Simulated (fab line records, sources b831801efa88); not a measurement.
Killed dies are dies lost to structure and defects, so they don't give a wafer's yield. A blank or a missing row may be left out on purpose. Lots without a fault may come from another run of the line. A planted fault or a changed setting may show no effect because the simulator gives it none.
Which tool did it? | flow sky130 | 12 lots, 36 wafers sampled, at 6 steps of a route of 708

WHAT THE GAUGES READ, wafer by wafer
SKY_LDD_HVP_OVL_MEAS_07.
lot  | measured     | on         | LDD_HVP_OVL (nm)
L331 | day 22 00:04 | overlay-02 | -0.8 0.5 0.1
L332 | day 22 12:28 | overlay-01 | 0.1 0.6 0.7
L334 | day 23 22:40 | overlay-02 | 0.6 -2.5 0.5
L336 | day 24 16:10 | overlay-01 | 0.1 0.5 0.1
L337 | day 24 22:13 | overlay-01 | 0.3 -3.0 -1.2
L338 | day 25 10:43 | overlay-01 | -0.5 0.6 -1.5
L339 | day 25 14:49 | overlay-02 | -0.1 0.8 0.5
L340 | day 26 07:40 | overlay-02 | -2.1 0.3 -2.0
L341 | day 26 10:07 | overlay-01 | 2.2 0.9 1.8
L346 | day 27 16:49 | overlay-02 | 1.9 0.8 2.2
L348 | day 28 03:07 | overlay-01 | 2.0 -0.3 1.3
L350 | day 28 18:28 | overlay-01 | 0.5 0.2 -0.6

SKY_SD_N_RS_MEAS_16: measures by four-point-probe.
lot  | measured     | on            | SD_N_RS (ohm/sq)
L331 | day 28 17:37 | film_metro-04 | 68.65 68.80 68.67
L332 | day 28 20:49 | film_metro-01 | 68.31 68.33 68.33
L334 | day 30 01:59 | film_metro-01 | 68.46 68.43 68.28
L336 | day 30 17:11 | film_metro-01 | 68.46 68.29 68.43
L337 | day 30 23:44 | film_metro-04 | 68.99 68.67 68.67
L338 | day 31 11:33 | film_metro-02 | 68.36 68.33 68.51
L339 | day 31 15:38 | film_metro-01 | 68.40 68.51 68.61
L340 | day 32 07:32 | film_metro-02 | 68.46 68.37 68.47
L341 | day 32 09:10 | film_metro-02 | 68.56 68.60 68.48
L346 | day 33 13:17 | film_metro-04 | 71.29 71.40 71.38
L348 | day 33 23:10 | film_metro-02 | 71.17 71.10 71.26
L350 | day 34 11:22 | film_metro-02 | 71.13 70.98 71.23

SKY_SD_N_RS_MEAS_17: measures by four-point-probe.
lot  | measured     | on            | SD_P_RS (ohm/sq)
L331 | day 28 17:44 | film_metro-04 | 147.1 147.3 147.2
L332 | day 28 20:56 | film_metro-01 | 146.3 146.2 146.3
L334 | day 30 02:07 | film_metro-01 | 146.8 146.5 146.6
L336 | day 30 17:19 | film_metro-01 | 147.2 146.6 147.2
L337 | day 30 23:52 | film_metro-04 | 147.7 147.6 147.5
L338 | day 31 11:40 | film_metro-02 | 146.4 146.8 147.0
L339 | day 31 15:45 | film_metro-01 | 146.7 146.6 147.3
L340 | day 32 07:40 | film_metro-02 | 147.5 146.7 147.4
L341 | day 32 09:17 | film_metro-02 | 147.1 147.2 147.1
L346 | day 33 13:25 | film_metro-04 | 162.4 162.6 162.8
L348 | day 33 23:17 | film_metro-02 | 161.9 162.2 162.2
L350 | day 34 11:29 | film_metro-02 | 162.0 162.4 162.5

SKY_LI_CONTACT_OVL_MEAS_13.
lot  | measured     | on         | LI_CONTACT_OVL (nm)
L331 | day 29 21:48 | overlay-01 | -18 -3 -17
L332 | day 30 01:34 | overlay-01 | -10 -14 -10
L334 | day 31 06:28 | overlay-01 | 0 -3 5
L336 | day 31 21:07 | overlay-01 | -9 -7 -13
L337 | day 32 03:52 | overlay-01 | -3 8 -11
L338 | day 32 14:57 | overlay-02 | 1 5 0
L339 | day 32 19:35 | overlay-02 | -9 -13 -4
L340 | day 33 11:07 | overlay-02 | -10 -12 -9
L341 | day 33 12:53 | overlay-01 | -6 -15 -12
L346 | day 34 15:25 | overlay-01 | -4 0 -11
L348 | day 35 01:26 | overlay-02 | -5 -4 -6
L350 | day 35 11:32 | overlay-02 | -6 -7 -6

WHICH TOOL RAN EACH LOT (tool, then ch and the chambers of the sampled wafers, then the start)
lot  | SKY_POLY_CUT_ETCH_10               | SKY_SD_N_RTA_14
L331 | rie_diel-03 ch 0,2,3, day 25 01:49 | rtp_anneal-02 ch 0, day 28 17:26
L332 | rie_diel-03 ch 0,2,3, day 25 05:25 | rtp_anneal-01 ch 0, day 28 20:38
L334 | rie_diel-03 ch 1,2,3, day 26 11:29 | rtp_anneal-02 ch 0, day 30 01:49
L336 | rie_diel-04 ch 1,3, day 27 04:53   | rtp_anneal-01 ch 0, day 30 17:01
L337 | rie_diel-04 ch 1,3, day 27 11:04   | rtp_anneal-02 ch 0, day 30 23:34
L338 | rie_diel-04 ch 0,2,3, day 27 23:07 | rtp_anneal-01 ch 0, day 31 11:23
L339 | rie_diel-02 ch 0,3, day 28 04:25   | rtp_anneal-02 ch 0, day 31 15:26
L340 | rie_diel-03 ch 1,2, day 28 20:01   | rtp_anneal-01 ch 0, day 32 07:21
L341 | rie_diel-04 ch 0,2,3, day 28 21:52 | rtp_anneal-02 ch 0, day 32 09:00
L346 | rie_diel-03 ch 0,2,3, day 30 03:31 | rtp_anneal-01 ch 0, day 33 13:07
L348 | rie_diel-04 ch 0,1,3, day 30 13:46 | rtp_anneal-01 ch 0, day 33 23:00
L350 | rie_diel-03 ch 2,3, day 31 03:16   | rtp_anneal-01 ch 0, day 34 11:10
- SKY_POLY_CUT_ETCH_10: etches BARC in N2/H2, stops on SiO2, time 45.9 s, target depth 60 nm.
- SKY_SD_N_RTA_14: time 2 s.

WHAT THE TOOLS THEMSELVES READ (means of the sampled wafers that have a number; where no wafer has one, the mark that the record gives instead)
SKY_POLY_CUT_ETCH_10.
lot  | tool        | drypump_motor_current_A (A) | oes_product_au (a.u.) | throttle_valve_pct (%)
L331 | rie_diel-03 | 6.1                         | 0.854                 | 13.232
L332 | rie_diel-03 | 6.1                         | 0.852                 | 13.224
L334 | rie_diel-03 | 6.3                         | 0.853                 | 13.234
L336 | rie_diel-04 | 6.2                         | 0.854                 | 13.224
L337 | rie_diel-04 | 6.3                         | 0.855                 | 13.222
L338 | rie_diel-04 | 6.1                         | 0.852                 | 13.226
L339 | rie_diel-02 | 5.9                         | 0.860                 | 13.218
L340 | rie_diel-03 | 6.3                         | 0.853                 | 13.209
L341 | rie_diel-04 | 6.2                         | 0.858                 | 13.225
L346 | rie_diel-03 | 6.2                         | 0.859                 | 13.226
L348 | rie_diel-04 | 5.9                         | 0.855                 | 13.219
L350 | rie_diel-03 | 6.3                         | 0.856                 | 13.221

SKY_SD_N_RTA_14.
lot  | tool          | lamp_power_pct (%) | ramp_down_c_per_s | wafer_temp_C_max
L331 | rtp_anneal-02 | 15.72              | 90.000            | 1079.6
L332 | rtp_anneal-01 | 15.71              | 89.997            | 1078.2
L334 | rtp_anneal-02 | 15.75              | 90.004            | 1078.4
L336 | rtp_anneal-01 | 15.74              | 89.990            | 1078.6
L337 | rtp_anneal-02 | 15.75              | 89.992            | 1078.4
L338 | rtp_anneal-01 | 15.75              | 90.002            | 1078.2
L339 | rtp_anneal-02 | 15.76              | 90.008            | 1078.5
L340 | rtp_anneal-01 | 15.73              | 90.006            | 1080.2
L341 | rtp_anneal-02 | 15.70              | 90.006            | 1078.0
L346 | rtp_anneal-01 | 15.73              | 90.010            | 1077.9
L348 | rtp_anneal-01 | 15.74              | 90.003            | 1077.4
L350 | rtp_anneal-01 | 15.76              | 89.996            | 1076.9

THE ANSWER, worked out from the rows above alone
Rule: what is usual is taken from the lots themselves. Put in order of their means at a reading, lots are off if they are a third of the lots or fewer, leave a main group of 4 or more, and stand apart from it by a gap of 3 or more times the standard deviation of the main group's means; of several such gaps the widest counts. A main group whose means are all the same, to the digits that the tables above print for the reading, isn't used. A lot without any number at a reading at which 4 lots or more have one is off too. The other lots that the step has rows for count as sound. The gauges are gone through in route order, then the tools' own readings, and for those a lot's mean is taken as printed above. The first step at which some lot is off is used, and at that step the reading that is off furthest; a lot without a number counts as furthest.
Off: L346, L348, L350, at SKY_SD_N_RS_MEAS_16 (SD_N_RS). The main group: mean 68.50 ohm/sq, standard deviation 0.15.
A tool fits if, at a process step before that reading, it ran every lot that is off, and no sound lot after the first of them. The gauges at SKY_SD_N_RS_MEAS_16 are tried like those tools. One fits: rtp_anneal-01 at SKY_SD_N_RTA_14. Its last sound lot is L340 (day 32 07:21), its first lot that is off L346 (day 33 13:07): a fault that began between those two fits.

WHAT THE SIMULATOR HAD PUT IN
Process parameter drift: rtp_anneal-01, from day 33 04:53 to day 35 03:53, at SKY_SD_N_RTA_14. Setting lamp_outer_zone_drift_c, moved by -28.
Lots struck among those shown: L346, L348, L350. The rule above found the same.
